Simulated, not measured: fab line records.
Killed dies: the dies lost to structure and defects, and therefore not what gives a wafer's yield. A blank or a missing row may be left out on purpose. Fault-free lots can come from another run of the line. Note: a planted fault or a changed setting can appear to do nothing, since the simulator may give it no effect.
What tool caused it? | flow sky130 | 13 lots, 38 wafers sampled, at 3 steps of a route of 708

== WHAT EACH GAUGE READ, for each wafer ==
SKY_VIA1_OVL_MEAS_13.
lot  | measured     | on         | VIA1_OVL (nm)
L513 | day 34 06:25 | overlay-01 | -1 -1 9
L514 | day 34 20:10 | overlay-01 | -4 -1 0
L515 | day 34 22:17 | overlay-01 | -4 -3 4
L516 | day 34 23:52 | overlay-02 | -1 -3 1
L517 | day 35 07:52 | overlay-01 | -2 -8 -6
L518 | day 35 21:59 | overlay-02 | 3 -2 0
L521 | day 36 23:54 | overlay-02 | -4 0 -2
L526 | day 38 07:03 | overlay-02 | -1 -5 -1
L527 | day 38 17:13 | overlay-02 | 3 6
L528 | day 39 00:02 | overlay-02 | -2 -7 2
L532 | day 39 21:34 | overlay-01 | 4 1 4
L534 | day 41 00:43 | overlay-02 | -3 -3 -4
L536 | day 41 02:46 | overlay-01 | -2 -4 -5

SKY_METAL2_CD_MEAS_15 targets a cd of 140 nm.
lot  | measured     | on        | cd nm (nm)
L513 | day 35 10:21 | cd sem-02 | 142.0 139.9 140.9
L514 | day 35 23:56 | cd sem-02 | 139.9 138.1 139.2
L515 | day 36 02:19 | cd sem-02 | 140.5 138.6 139.6
L516 | day 36 04:01 | cd sem-02 | 140.1 139.5 141.1
L517 | day 36 11:40 | cd sem-02 | 139.8 141.2 139.2
L518 | day 37 00:59 | cd sem-02 | 141.3 141.9 141.1
L521 | day 38 02:21 | cd sem-01 | 141.2 141.3 143.1
L526 | day 39 09:11 | cd sem-02 | 139.8 139.6 141.4
L527 | day 39 20:15 | cd sem-02 | 140.5 140.0
L528 | day 40 02:46 | cd sem-02 | 138.8 139.0 141.6
L532 | day 40 23:21 | cd sem-01 | 141.0 139.7 139.6
L534 | day 42 02:22 | cd sem-01 | 136.0 139.0 138.8
L536 | day 42 04:18 | cd sem-01 | 141.5 141.9 141.1

SKY_CAPM_THK_MEAS_04: measures by xrf.
lot  | measured     | on            | CAPM_TIN_THK (nm)
L513 | day 36 15:59 | film metro-03 | 193.6 194.3 194.0
L514 | day 37 05:51 | film metro-03 | 195.1 194.5 197.0
L515 | day 37 08:05 | film metro-03 | 198.3 195.4 197.7
L516 | day 37 09:35 | film metro-01 | 194.8 193.4 194.6
L517 | day 37 16:47 | film metro-03 | 195.0 195.9 195.6
L518 | day 38 06:18 | film metro-02 | 196.6 199.2 196.5
L521 | day 39 07:13 | film metro-02 | 195.3 197.6 198.5
L526 | day 40 12:58 | film metro-02 | 198.6 198.4 197.1
L527 | day 41 00:36 | film metro-02 | 197.4 194.2
L528 | day 41 06:25 | film metro-03 | 197.4 200.1 201.4
L532 | day 42 01:35 | film metro-03 | 196.8 195.9 195.0
L534 | day 43 05:29 | film metro-02 | 193.9 191.7 190.9
L536 | day 43 06:56 | film metro-03 | 191.9 196.3 193.8

== WHAT TOOL EACH LOT RAN ON (gives the tool, then ch and the chambers of the sampled wafers, and finally the start) ==
Record: no process step prior to these readings.

== AS READ BY THE TOOLS THEMSELVES (means over the sampled wafers that have a number; for cases with no such wafer, the mark the record gives instead) ==
The record holds no such reading with a usual standard deviation.

== THE ANSWER, worked out from the rows above alone ==
Rule: the lots themselves supply what counts as usual. Put in order of their means at a reading, lots are off if they are a third of the lots or fewer, leave a main group of 4 or more, and stand apart from it by a gap of 3 or more times the standard deviation of the main group's means; of several such gaps the widest counts. A main group is skipped when, at the precision printed for the reading in the tables above, its means are all equal. Also off: a lot with no number at a reading for which 4 or more lots have one. Any other lot the step has rows for is counted as sound. First the gauges in route order, then the tools' own readings, where a lot's mean is used as printed above. At the first step where some lot is off, the reading lying furthest off is the one used; lots without a number count as furthest.
Nothing can be told from this: no lot is off at any reading shown.

== WHAT HAD BEEN PUT IN BY THE SIMULATOR ==
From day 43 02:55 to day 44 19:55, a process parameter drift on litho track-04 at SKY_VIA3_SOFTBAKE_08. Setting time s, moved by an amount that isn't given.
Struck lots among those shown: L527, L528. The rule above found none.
